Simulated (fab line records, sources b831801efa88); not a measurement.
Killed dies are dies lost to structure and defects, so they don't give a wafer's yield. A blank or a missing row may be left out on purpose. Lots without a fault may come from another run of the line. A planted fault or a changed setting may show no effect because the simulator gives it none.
Which tool did it? | flow gf180mcu | 6 lots, 18 wafers sampled, at 1 step of a route of 602

WHAT THE GAUGES READ, wafer by wafer
GF_V2_BOW_MEAS_05.
lot  | measured     | on            | V2_BOW (um)
L620 | day 19 16:22 | film_metro-02 | 108 102 97
L622 | day 20 00:54 | film_metro-02 | 94 98 95
L624 | day 20 19:03 | film_metro-01 | 107 99 104
L626 | day 21 16:56 | film_metro-04 | 97 94 92
L639 | day 25 22:19 | film_metro-01 | 96 101 103
L641 | day 26 10:04 | film_metro-01 | 93 116 116

WHICH TOOL RAN EACH LOT (tool, then ch and the chambers of the sampled wafers, then the start)
The record holds no process step before these readings.

THE ANSWER, worked out from the rows above alone
Rule: what is usual is taken from the lots themselves. Put in order of their means at a reading, lots are off if they are a third of the lots or fewer, leave a main group of 4 or more, and stand apart from it by a gap of 3 or more times the standard deviation of the main group's means; of several such gaps the widest counts. A main group whose means are all the same, to the digits that the tables above print for the reading, isn't used. A lot without any number at a reading at which 4 lots or more have one is off too. The other lots that the step has rows for count as sound.
No lot is off at any reading shown: from this, nothing can be told.

WHAT THE SIMULATOR HAD PUT IN
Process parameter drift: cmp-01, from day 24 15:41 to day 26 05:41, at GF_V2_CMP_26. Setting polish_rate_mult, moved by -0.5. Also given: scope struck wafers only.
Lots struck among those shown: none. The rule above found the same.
